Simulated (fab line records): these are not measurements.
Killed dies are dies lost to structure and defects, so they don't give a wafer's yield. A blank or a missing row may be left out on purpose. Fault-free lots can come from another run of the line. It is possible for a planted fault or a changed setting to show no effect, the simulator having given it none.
Matching of chambers + flow gf180mcu + cmp-01 running GF_V2_CMP_04: 4 sister chambers
The step polishes SiO2. 16 wafers are shown with their chamber, then 8 later ones without.

## WAFERS WITH THEIR CHAMBER
| wafer  | chamber | motor_current_A (A) | retaining_ring_pressure_frac | time_to_endpoint_s (s) |
|--------|---------|---------------------|------------------------------|------------------------|
| L273.2 | 3       | 14.2                | 1.003                        | 76                     |
| L273.3 | 1       | 12.6                | 0.993                        | 81                     |
| L273.6 | 2       | 11.9                | 0.999                        | 77                     |
| L275.1 | 3       | 14.0                | 0.991                        | 77                     |
| L275.5 | 0       | 10.2                | 1.000                        | 81                     |
| L275.6 | 3       | 14.0                | 0.996                        | 86                     |
| L278.2 | 2       | 11.9                | 1.002                        | 76                     |
| L278.5 | 0       | 10.7                | 0.997                        | 85                     |
| L278.6 | 1       | 12.1                | 0.996                        | 82                     |
| L281.2 | 2       | 12.7                | 0.995                        | 82                     |
| L281.3 | 3       | 13.1                | 0.999                        | 89                     |
| L281.5 | 1       | 12.8                | 0.993                        | 88                     |
| L289.3 | 0       | 10.7                | 1.003                        | 75                     |
| L289.5 | 2       | 12.3                | 1.003                        | 84                     |
| L289.6 | 3       | 13.8                | 0.995                        | 88                     |
| L291.3 | 0       | 10.4                | 1.005                        | 78                     |

SIGNATURES (means of the wafers above)
| reading                      | chamber 0 | chamber 1 | chamber 2 | chamber 3 | scatter within a chamber |
|------------------------------|-----------|-----------|-----------|-----------|--------------------------|
| motor_current_A              | 10.500    | 12.500    | 12.200    | 13.820    | 0.366                    |
| retaining_ring_pressure_frac | 1.00125   | 0.99400   | 0.99975   | 0.99680   | 0.00368                  |
| time_to_endpoint_s           | 79.75     | 83.67     | 79.75     | 83.20     | 4.86                     |
Rule: distance of a wafer from a chamber = root of the sum over the readings of ((wafer's reading minus chamber's mean) / reading's scatter) squared. If the next closest chamber is less than 2 further off than the closest, the wafer can't be placed; otherwise it belongs to the closest. The scatter: take each reading less its chamber's mean, square it, sum over the shown wafers, divide by the number of wafers less the number of chambers, and take the root.

## WAFERS WITHOUT THEIR CHAMBER
| wafer  | motor_current_A (A) | retaining_ring_pressure_frac | time_to_endpoint_s (s) |
|--------|---------------------|------------------------------|------------------------|
| L291.4 | 12.3                | 0.996                        | 84                     |
| L291.6 | 12.3                | 1.000                        | 82                     |
| L294.2 | 14.1                | 0.996                        | 84                     |
| L294.5 | 14.2                | 1.010                        | 90                     |
| L294.6 | 10.3                | 0.997                        | 84                     |
| L296.1 | 10.6                | 1.002                        | 69                     |
| L296.4 | 12.0                | 1.005                        | 82                     |
| L296.5 | 12.1                | 1.008                        | 78                     |

## THE CHAMBER EACH PASSED THROUGH
| wafer  | from the rows above     | in truth |
|--------|-------------------------|----------|
| L291.4 | can't be placed: 1 or 2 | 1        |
| L291.6 | can't be placed: 2 or 1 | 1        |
| L294.2 | 3                       | 3        |
| L294.5 | 3                       | 3        |
| L294.6 | 0                       | 0        |
| L296.1 | 0                       | 0        |
| L296.4 | can't be placed: 2 or 1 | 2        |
| L296.5 | can't be placed: 2 or 1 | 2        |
Placed correctly: 4 of 8. From these rows, 4 cannot be placed; in 4 the true chamber is one of the candidates. Placed wrongly: 0.
